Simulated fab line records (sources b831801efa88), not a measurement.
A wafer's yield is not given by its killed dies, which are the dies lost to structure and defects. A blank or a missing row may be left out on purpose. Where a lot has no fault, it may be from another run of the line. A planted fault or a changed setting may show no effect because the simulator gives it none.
fab line records | flow sky130
[record] lots = 11 | wafers = 33 | last_day = 50
route steps=708 shown CONTACT@406 VIA1@458 PAD_OPEN@708
lots with no fault: from the same line, run without faults
start_h: hours from the record's opening day to when the first of the lot's shown wafers began | wait_h: hours from the lot's prior step to this one | " unchanged from the row above | L1.1+2: a single row standing in for several wafers | - value missing, or start not given | * or withheld: withheld | < > ~ a bound
route shown NAME@n: NAME is a module with steps in the file, n the number in the route of the first one | usual: mean/standard deviation taken from wafers without a fault | same: alike in all rows | chamber/n: place in a boat | sites: readings site by site | _std_site: how widely they spread, as a standard deviation | _edge_site: inner sites' mean taken away from outer sites' mean | radius_mm: how far each site lies from the wafer's centre | mask NAME#n: copy n | behind: the tool/chamber that last shaped the wafer | hold: why the lot went on hold/how many hours it stayed there/how the hold came to an end | device: the transistor (n, p or np) that didn't switch | end of line: the route-end tests of the same wafers | a step with no rows: only its recipe | killed: not the wafer's yield, but the dies lost to structure and defects at the first sort | map: a wafer's dies, x killed, . not, _ none there
set.NAME: the setting that was run; set.NAME@STEP: the one run at that earlier step | model.NAME: the simulator's own value behind a step, which no gauge read
one table for each step of the route and one row for each wafer, over a sample of lots
services: from which hour (start_h, from the record's first day; less than 0 if before it) a tool's chamber was out of use, for how many hours, and why
[[steps]]
[step SKY_CONTACT_CVD_00]
[recipe] material = Si3N4 | target_thk_nm = 75 | temp_c = 400 | time_s = withheld | rf_w = 450
[usual] heater_power_w = 776/130 | susceptor_temp_C = 400.01/0.21
lot.wafer | tool     | chamber | start_h | wait_h | heater_power_w | susceptor_temp_C
L110.2    | pecvd-04 | 0       | 707.34  | 0.0    | 693            | 399.64
L110.3    | "        | 1       | "       | "      | 756            | 400.12
L110.6    | "        | 0       | "       | "      | 696            | 399.60
L116.2    | pecvd-01 | 2       | 763.71  | 0.0    | 841            | 399.86
L116.3    | "        | 1       | "       | "      | 753            | 400.07
L116.6    | "        | 1       | "       | "      | 720            | 399.91
L117.1    | pecvd-02 | 1       | 769.94  | 0.0    | 770            | 400.06
L117.2    | "        | 2       | "       | "      | 1061           | 400.12
L117.3    | "        | 0       | "       | "      | 867            | 400.22
L118.1    | pecvd-04 | 1       | 781.22  | 0.0    | 762            | 399.75
L118.2    | "        | 2       | "       | "      | 677            | 400.42
L118.6    | "        | 0       | "       | "      | 669            | 400.21
L120.2    | pecvd-01 | 0       | 791.39  | 0.0    | 688            | 399.81
L120.3    | "        | 1       | "       | "      | 749            | 399.88
L120.6    | "        | 2       | "       | "      | 872            | 400.12
L121.2    | pecvd-02 | 1       | 799.49  | 0.0    | 706            | 400.23
L121.4    | "        | 1       | "       | "      | 694            | 400.38
L121.6    | "        | 0       | "       | "      | 899            | 400.26
L127.2    | pecvd-02 | 1       | 856.14  | 0.0    | 762            | 400.29
L127.3    | "        | 0       | "       | "      | 934            | 399.90
L127.6    | "        | 2       | "       | "      | 1129           | 399.82
L128.2    | pecvd-04 | 2       | 860.86  | 0.0    | 701            | 399.86
L128.5    | "        | 2       | "       | "      | 724            | 400.10
L128.6    | "        | 0       | "       | "      | 637            | 399.96
L129.1    | pecvd-01 | 1       | 864.66  | 0.0    | 744            | 399.86
L129.4    | "        | 0       | "       | "      | 717            | 399.98
L129.5    | "        | 1       | "       | "      | 746            | 400.07
L132.1    | pecvd-01 | 2       | 880.12  | 0.0    | 825            | 400.23
L132.3    | "        | 1       | "       | "      | 713            | 400.19
L132.6    | "        | 2       | "       | "      | 836            | 399.69
L131.1    | pecvd-02 | 2       | 882.16  | 0.0    | 1077           | 399.80
L131.5    | "        | 0       | "       | "      | 915            | 399.83
L131.6    | "        | 1       | "       | "      | 644            | 399.95
[step SKY_CONTACT_CVD_24]
[recipe] material = W | target_thk_nm = 340 | time_s = 102.12 | temp_c = 400 | pressure_torr = 40
[usual] heater_power_w = 877/71 | susceptor_temp_C = 400.00/0.2
lot.wafer | tool     | chamber | start_h | wait_h | heater_power_w | susceptor_temp_C
L110.2    | cvd_w-02 | 1       | 736.77  | 0.0    | 993            | 400.14
L110.3    | "        | 0       | "       | "      | 785            | 399.52
L110.6    | "        | 1       | "       | "      | 974            | 400.16
L116.2    | cvd_w-01 | 1       | 791.59  | 0.0    | 887            | 400.01
L116.3    | "        | 0       | "       | "      | 869            | 399.89
L116.6    | "        | 1       | "       | "      | 901            | 400.21
L117.1    | cvd_w-01 | 0       | 797.54  | 0.0    | 833            | 399.78
L117.2    | "        | 1       | "       | "      | 887            | 400.36
L117.3    | "        | 0       | "       | "      | 844            | 399.95
L118.1    | cvd_w-01 | 1       | 808.94  | 0.0    | 860            | 399.96
L118.2    | "        | 0       | "       | "      | 858            | 399.93
L118.6    | "        | 1       | "       | "      | 884            | 400.03
L120.2    | cvd_w-01 | 0       | 818.57  | 0.0    | 859            | 400.33
L120.3    | "        | 1       | "       | "      | 905            | 399.69
L120.6    | "        | 0       | "       | "      | 868            | 399.79
L121.2    | cvd_w-01 | 1       | 827.94  | 0.0    | 910            | 399.82
L121.4    | "        | 0       | "       | "      | 853            | 399.96
L121.6    | "        | 0       | "       | "      | 866            | 399.85
L127.2    | cvd_w-02 | 1       | 883.69  | 0.0    | 1008           | 400.15
L127.3    | "        | 1       | "       | "      | 1010           | 400.05
L127.6    | "        | 1       | "       | "      | 978            | 400.13
L128.2    | cvd_w-02 | 1       | 888.81  | 0.0    | 997            | 400.03
L128.5    | "        | 0       | "       | "      | 780            | 399.87
L128.6    | "        | 1       | "       | "      | 995            | 399.85
L129.1    | cvd_w-01 | 1       | 892.03  | 0.0    | 911            | 400.14
L129.4    | "        | 1       | "       | "      | 892            | 400.01
L129.5    | "        | 0       | "       | "      | 841            | 399.83
L132.1    | cvd_w-01 | 1       | 906.22  | 0.0    | 926            | 400.15
L132.3    | "        | 0       | "       | "      | 876            | 399.90
L132.6    | "        | 0       | "       | "      | 866            | 399.63
L131.1    | cvd_w-01 | 1       | 908.92  | 0.0    | 895            | 400.13
L131.5    | "        | 0       | "       | "      | 874            | 399.72
L131.6    | "        | 1       | "       | "      | 922            | 399.87
[step SKY_VIA1_HDPCVD_00]
[recipe] material = SiO2 | target_thk_nm = 1030 | sigma_open_frac = 0.3 | time_s = 171.7 | temp_c = 400 | sih4_flow_sccm = 60 | pressure_mtorr = 6
[usual] run_length_s = 199.5/0.52 | susceptor_temp_C = 400.02/0.21
lot.wafer | tool      | chamber | start_h | wait_h | run_length_s | susceptor_temp_C
L110.2    | hdpcvd-02 | 1       | 765.64  | 0.0    | 198.7        | 399.93
L110.3    | "         | 0       | "       | "      | 199.1        | 400.27
L110.6    | "         | 2       | "       | "      | 200.4        | 399.87
L116.2    | hdpcvd-02 | 0       | 818.91  | 0.0    | 199.2        | 400.18
L116.3    | "         | 2       | "       | "      | 200.3        | 399.85
L116.6    | "         | 1       | "       | "      | 199.2        | 400.10
L117.1    | hdpcvd-02 | 0       | 825.56  | 0.0    | 198.8        | 399.75
L117.2    | "         | 2       | "       | "      | 199.9        | 399.97
L117.3    | "         | 1       | "       | "      | 198.4        | 399.97
L118.1    | hdpcvd-01 | 1       | 837.26  | 0.0    | 199.9        | 400.46
L118.2    | "         | 0       | "       | "      | 199.5        | 400.09
L118.6    | "         | 2       | "       | "      | 200.1        | 399.90
L120.2    | hdpcvd-02 | 0       | 846.64  | 0.0    | 181.7        | -
L120.3    | "         | 1       | "       | "      | 182.0        | -
L120.6    | "         | 0       | "       | "      | 181.4        | -
L121.2    | hdpcvd-02 | 1       | 855.75  | 0.0    | 180.8        | -
L121.4    | "         | 2       | "       | "      | 182.3        | -
L121.6    | "         | 0       | "       | "      | 181.9        | -
L127.2    | hdpcvd-01 | 0       | 911.18  | 0.0    | 199.3        | 399.77
L127.3    | "         | 1       | "       | "      | 199.2        | 400.23
L127.6    | "         | 1       | "       | "      | 199.2        | 400.20
L128.2    | hdpcvd-01 | 1       | 916.19  | 0.0    | 199.4        | 400.04
L128.5    | "         | 2       | "       | "      | 199.6        | 400.05
L128.6    | "         | 1       | "       | "      | 199.6        | 399.94
L129.1    | hdpcvd-02 | 2       | 918.97  | 0.0    | 200.0        | 400.35
L129.4    | "         | 0       | "       | "      | 199.0        | 400.04
L129.5    | "         | 1       | "       | "      | 198.8        | 399.92
L132.1    | hdpcvd-01 | 2       | 933.02  | 0.0    | 199.7        | 399.85
L132.3    | "         | 1       | "       | "      | 199.7        | 400.36
L132.6    | "         | 0       | "       | "      | 199.4        | 399.67
L131.1    | hdpcvd-01 | 1       | 935.46  | 0.0    | 199.5        | 399.99
L131.5    | "         | 0       | "       | "      | 199.4        | 400.01
L131.6    | "         | 1       | "       | "      | 199.3        | 399.95
[step SKY_VIA1_THK_MEAS_01]
[recipe] reads = SiO2_of_VIA1_HDPCVD_00
[usual] VIA1_HDPCVD_THK = 1036/14
lot.wafer | tool          | chamber | start_h | wait_h | VIA1_HDPCVD_THK[nm]
L110.2    | film_metro-03 | -       | 765.76  | 0.1    | 1002
L110.3    | "             | -       | "       | "      | 1019
L110.6    | "             | -       | "       | "      | 1041
L116.2    | film_metro-02 | -       | 819.03  | 0.1    | 1019
L116.3    | "             | -       | "       | "      | 1037
L116.6    | "             | -       | "       | "      | 1024
L117.1    | film_metro-01 | -       | 825.67  | 0.1    | 1008
L117.2    | "             | -       | "       | "      | 1037
L117.3    | "             | -       | "       | "      | 1028
L118.1    | film_metro-02 | -       | 837.37  | 0.1    | 1014
L118.2    | "             | -       | "       | "      | 1020
L118.6    | "             | -       | "       | "      | 1044
L120.2    | film_metro-03 | -       | 846.76  | 0.1    | 926
L120.3    | "             | -       | "       | "      | 906
L120.6    | "             | -       | "       | "      | 921
L121.2    | film_metro-01 | -       | 855.87  | 0.1    | 908
L121.4    | "             | -       | "       | "      | 929
L121.6    | "             | -       | "       | "      | 909
L127.2    | film_metro-02 | -       | 911.30  | 0.1    | 1037
L127.3    | "             | -       | "       | "      | 1039
L127.6    | "             | -       | "       | "      | 1047
L128.2    | film_metro-03 | -       | 916.31  | 0.1    | 1034
L128.5    | "             | -       | "       | "      | 1041
L128.6    | "             | -       | "       | "      | 1043
L129.1    | film_metro-02 | -       | 919.08  | 0.1    | 1030
L129.4    | "             | -       | "       | "      | 1045
L129.5    | "             | -       | "       | "      | 1018
L132.1    | film_metro-02 | -       | 933.13  | 0.1    | 1057
L132.3    | "             | -       | "       | "      | 1039
L132.6    | "             | -       | "       | "      | 1041
L131.1    | film_metro-01 | -       | 935.57  | 0.1    | 1042
L131.5    | "             | -       | "       | "      | 1027
L131.6    | "             | -       | "       | "      | 1035
[step SKY_VIA1_RS_MEAS_22]
[recipe] thk_meas_gauge = four-point-probe | reads = W_of_VIA1_CVD_21+TiN_of_VIA1_SPUTTER_20
[usual] VIA1_W_RS = 0.428/0.0062
lot.wafer | tool          | chamber | start_h | wait_h | VIA1_W_RS[ohm/sq]
L110.2    | film_metro-02 | -       | 793.40  | 0.1    | 0.420
L110.3    | "             | -       | "       | "      | 0.430
L110.6    | "             | -       | "       | "      | 0.436
L116.2    | film_metro-02 | -       | 846.88  | 0.1    | 0.428
L116.3    | "             | -       | "       | "      | 0.419
L116.6    | "             | -       | "       | "      | 0.425
L117.1    | film_metro-02 | -       | 853.74  | 0.1    | 0.431
L117.2    | "             | -       | "       | "      | 0.430
L117.3    | "             | -       | "       | "      | 0.432
L118.1    | film_metro-02 | -       | 864.45  | 0.1    | 0.439
L118.2    | "             | -       | "       | "      | 0.426
L118.6    | "             | -       | "       | "      | 0.439
L120.2    | film_metro-01 | -       | 873.11  | 0.1    | 0.423
L120.3    | "             | -       | "       | "      | 0.421
L120.6    | "             | -       | "       | "      | 0.423
L121.2    | film_metro-01 | -       | 883.24  | 0.1    | 0.432
L121.4    | "             | -       | "       | "      | 0.431
L121.6    | "             | -       | "       | "      | 0.428
L127.2    | film_metro-02 | -       | 937.47  | 0.1    | 0.419
L127.3    | "             | -       | "       | "      | 0.423
L127.6    | "             | -       | "       | "      | 0.417
L128.2    | film_metro-01 | -       | 942.81  | 0.1    | 0.428
L128.5    | "             | -       | "       | "      | 0.422
L128.6    | "             | -       | "       | "      | 0.428
L129.1    | film_metro-01 | -       | 945.08  | 0.2    | 0.414
L129.4    | "             | -       | "       | "      | 0.423
L129.5    | "             | -       | "       | "      | 0.418
L132.1    | film_metro-03 | -       | 958.50  | 0.1    | 0.434
L132.3    | "             | -       | "       | "      | 0.433
L132.6    | "             | -       | "       | "      | 0.436
L131.1    | film_metro-03 | -       | 960.88  | 0.1    | 0.432
L131.5    | "             | -       | "       | "      | 0.431
L131.6    | "             | -       | "       | "      | 0.425
[step SKY_PAD_OPEN_PROBE_99]
[usual] defect_limited_yield = 82.6/2 | killed_at_M0_to_M3 = 44/7.3 | killed_at_M4_up = 3.1/1.6 | killed_at_contacts = 24/5.4 | killed_at_front_end = 15/4 | killed_at_other = 0.2/0.49 | killed_dies = 86/10 | killed_open = 48/7.3 | killed_short = 38/6.3 | sort_bin_3_pad_short = 0.8/0.45 | sort_bin_5_function = 10.3/1.5 | sort_bin_6_memory = 6.3/1.2 | sort_n_pass = 406/10 | sort_yield_pct = 82.6/2
[same] gross_dies = 492 | killed_at_back_side = 0 | sort_bin_4_leakage[%] = 0 | sort_bin_8_speed[%] = 0
lot.wafer | tool      | chamber | start_h | wait_h | defect_limited_yield[%] | killed_at_M0_to_M3 | killed_at_M4_up | killed_at_contacts | killed_at_front_end | killed_at_other | killed_dies | killed_open | killed_short | sort_bin_3_pad_short[%] | sort_bin_5_function[%] | sort_bin_6_memory[%] | sort_n_pass | sort_yield_pct[%]
L118.1    | prober-01 | -       | 1127.79 | 0.1    | 84.6                    | 41                 | 4               | 18                 | 13                  | 0               | 76          | 38          | 38           | 0.8                     | 9.6                    | 5.1                  | 416         | 84.6
L118.2    | prober-01 | -       | 1127.84 | 0.1    | 82.3                    | 45                 | 5               | 28                 | 9                   | 0               | 87          | 43          | 44           | 0.8                     | 10.6                   | 6.3                  | 405         | 82.3
L118.6    | prober-01 | -       | 1128.04 | 0.2    | 83.7                    | 43                 | 6               | 18                 | 13                  | 0               | 80          | 34          | 46           | 0.2                     | 10.6                   | 5.5                  | 412         | 83.7
L127.2    | prober-01 | -       | 1182.42 | 0.1    | 82.3                    | 40                 | 5               | 24                 | 18                  | 0               | 87          | 59          | 28           | 0                       | 12.4                   | 5.3                  | 405         | 82.3
L127.3    | prober-01 | -       | 1182.47 | 0.2    | 82.5                    | 46                 | 3               | 23                 | 14                  | 0               | 86          | 47          | 39           | 0.8                     | 11.4                   | 5.3                  | 406         | 82.5
L127.6    | prober-01 | -       | 1182.62 | 0.2    | 82.5                    | 49                 | 2               | 23                 | 12                  | 0               | 86          | 52          | 34           | 0.6                     | 8.9                    | 7.9                  | 406         | 82.5
// killed by level:class
L118.1 VIA1:geometric_particle:open=10 CONTACT:geometric_particle:open=6 METAL1:geometric_particle:short=5 VIA2:geometric_particle:open=5 FIELD_ISO:geometric_particle:short=4 LI_CONTACT:geometric_particle:open=4 LOCAL_INTERCONNECT:geometric_particle:short=4 VIA1:geometric_particle:short=4
L118.2 VIA2:geometric_particle:open=10 VIA1:geometric_particle:open=10 CONTACT:geometric_particle:open=8 CONTACT:geometric_particle:short=7 METAL2:geometric_particle:short=6 LI_CONTACT:geometric_particle:short=5 LI_CONTACT:geometric_particle:open=4 LOCAL_INTERCONNECT:geometric_particle:short=4
L118.6 METAL1:geometric_particle:short=9 VIA1:geometric_particle:short=9 CONTACT:geometric_particle:open=6 FIELD_ISO:geometric_particle:short=5 VIA2:geometric_particle:open=5 METAL3:geometric_particle:short=5 METAL4:geometric_particle:short=5 VIA1:geometric_particle:open=4
L127.2 VIA1:geometric_particle:open=14 CONTACT:geometric_particle:open=11 POLY_GATE:geometric_particle:open=7 VIA2:geometric_particle:open=5 VIA3:geometric_particle:open=5 LI_CONTACT:geometric_particle:open=4 CONTACT:geometric_particle:short=4 METAL2:geometric_particle:short=4
L127.3 VIA1:geometric_particle:open=14 CONTACT:geometric_particle:open=9 FIELD_ISO:geometric_particle:open=5 LOCAL_INTERCONNECT:geometric_particle:short=5 VIA1:geometric_particle:short=5 METAL2:geometric_particle:short=4 VIA3:geometric_particle:open=4 VIA3:geometric_particle:short=4
L127.6 VIA1:geometric_particle:open=11 VIA2:geometric_particle:open=10 CONTACT:geometric_particle:open=7 VIA3:geometric_particle:open=6 METAL1:geometric_particle:short=5 FIELD_ISO:geometric_particle:short=4 FIELD_ISO:geometric_particle:open=4 VIA1:geometric_particle:short=4
[[services]]
tool      | chamber | start_h | hours | kind
hdpcvd-02 | -       | 709.22  | 2.8   | pm
cvd_w-02  | 0       | 714.48  | 3.2   | repair
pecvd-04  | 2       | 719.45  | 2.1   | scheduled_down
pecvd-04  | 0       | 738.82  | 5.5   | scheduled_down
cvd_w-02  | -       | 740.59  | 0.8   | repair
pecvd-04  | 2       | 762.93  | 5.5   | scheduled_down
hdpcvd-02 | 2       | 776.55  | 2.1   | repair
cvd_w-01  | -       | 789.48  | 0.5   | repair
pecvd-02  | -       | 794.39  | 2.8   | pm
hdpcvd-01 | -       | 811.10  | 0.9   | repair
cvd_w-02  | -       | 820.62  | 1.1   | repair
pecvd-01  | -       | 823.88  | 1.0   | repair
cvd_w-01  | 0       | 824.02  | 2.5   | repair
pecvd-01  | -       | 847.94  | 1.3   | repair
cvd_w-01  | 1       | 857.36  | 4.5   | repair
pecvd-04  | 1       | 859.70  | 5.5   | scheduled_down
pecvd-01  | 0       | 871.40  | 2.1   | scheduled_down
pecvd-01  | 1       | 883.19  | 12.8  | repair
cvd_w-01  | -       | 884.83  | 6.0   | pm
hdpcvd-02 | 2       | 887.43  | 11.2  | repair
cvd_w-02  | -       | 904.00  | 14.0  | pm
cvd_w-02  | 0       | 904.00  | 14.0  | vent_cycle
cvd_w-02  | 1       | 904.00  | 14.0  | vent_cycle
pecvd-02  | 2       | 904.26  | 6.9   | repair
[[key]]
[first_sign] step = SKY_VIA1_HDPCVD_00 | reading = run_length_s | direction = down | sigmas = 34 | usual = * | struck = *
[effect] step = SKY_VIA1_THK_MEAS_01 | reading = VIA1_HDPCVD_THK | direction = down | sigmas = 8.4 | usual = 1036 | struck = 916
met_at SKY_VIA1_HDPCVD_00
struck_lots L120,L121
not_acting_at SKY_CONTACT_CVD_00,SKY_CONTACT_CVD_24,SKY_VIA1_RS_MEAS_22
onset_between 825.56 846.64
[fault] kind = process_parameter_drift | tool = hdpcvd-02 | chamber = - | onset_h = 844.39 | steps = SKY_VIA1_HDPCVD_00 | channel = time_s | offset = * | shape = step | end_h = 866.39 | acts_in = * | stated = *
